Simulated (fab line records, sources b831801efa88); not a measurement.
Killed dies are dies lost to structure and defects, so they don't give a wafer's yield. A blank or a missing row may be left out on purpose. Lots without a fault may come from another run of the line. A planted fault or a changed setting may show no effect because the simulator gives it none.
Problem report in the 8D (eight disciplines) form, filled by code | flow sky130 | the parts of the form that need people (team, actions taken, sign-off) are left out

1. THE PROBLEM
killed_at_front_end at SKY_PAD_OPEN_PROBE_99 reads a mean of 51 on 6 wafers of 2 lots; wafers without a fault read 15 with a standard deviation of 4.3. That is +8.3 standard deviations from the usual mean.
First seen on wafer L912.1, day 48 03:04, on prober-01. The record holds 9 wafers of 3 lots with a number at this step. Rule for "out", or "out of limits": more than 4 standard deviations from the usual mean. The other wafers with a number count as sound.

2. WHAT IT IS AND WHAT IT IS NOT
question                    | is                     | is not
which readings at this step | killed_at_front_end    | killed_at_M0_to_M3, killed_at_M4_up, killed_at_contacts, killed_at_other, killed_open, killed_short
which lots                  | L912, L915             | L914
which wafers of those lots  | all that have a number | -
read on which tools         | prober-01              | -
when                        | from day 48 03:04      | up to then (0 sound wafers); but 3 sound wafers of L914 came after

3. SUSPECTS, AND WHAT RULES EACH OUT
Counting: a tool at a process step up to the reading stays a suspect if it ran every lot that is out and no sound lot after the first of them.
- plasma_asher-03 at SKY_NWELL_STRIP_25 (strips in O2/N2): kept. It ran every lot that is out, first L912 (day 8 04:06), and no sound lot after that.
- cvd_w-01 at SKY_VIA2_CVD_21 (deposits W, target thk 420 nm, time 126.4 s): kept. It ran every lot that is out, first L912 (day 39 09:56), and no sound lot after that.
- rie_metal-04 at SKY_METAL4_METAL_ETCH_18 (etches the open film in Cl2/BCl3, stops on SiO2, target depth 845 nm, time 183.1 s): ruled out as a lasting fault. Sound lots L914 ran on it after its first lot that is out, L912 (day 44 12:08).
- prober-01 at SKY_PAD_OPEN_PROBE_99: ruled out as a lasting fault. Sound lots L914 ran on it after its first lot that is out, L912 (day 48 03:04).
Left after counting: plasma_asher-03 at SKY_NWELL_STRIP_25, cvd_w-01 at SKY_VIA2_CVD_21.

4. THE CAUSE (what the simulator had put in)
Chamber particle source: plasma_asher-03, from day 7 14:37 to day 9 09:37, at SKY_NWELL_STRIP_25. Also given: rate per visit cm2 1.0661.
Counting left 2 suspects, and this tool is among them.

5. THE CHAIN OF EFFECTS, in route order
Each row: a reading whose mean over the struck wafers that have a number lies more than 3 standard deviations from the usual. Only readings for which the record gives a usual standard deviation are gone through. hours: the time from each lot's start at the first step in this table that gives one to its start at this step, as a median over the lots. sigmas: the change in usual standard deviations.
hours | step                  | reading             | usual | on struck wafers | change | sigmas
0     | SKY_PAD_OPEN_PROBE_99 | killed_at_front_end | 15    | 51               | +36    | +8.3
0     | SKY_PAD_OPEN_PROBE_99 | killed_dies         | 85    | 114              | +30    | +3.1
The process steps in it:
- SKY_PAD_OPEN_PROBE_99

6. WHAT WOULD HAVE CAUGHT IT SOONER
In this record the first reading out of limits was taken at day 48 03:04, 972 hours after the fault began at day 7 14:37.
Of the tool readings at SKY_NWELL_STRIP_25 for which the record gives a usual standard deviation, none was out on any struck wafer, so an alarm limit of 4 standard deviations on them would not have fired.
All the lots that are out (2) had begun SKY_NWELL_STRIP_25 on plasma_asher-03 by day 48 03:04. A hold on the tool at that time would have spared none of them.
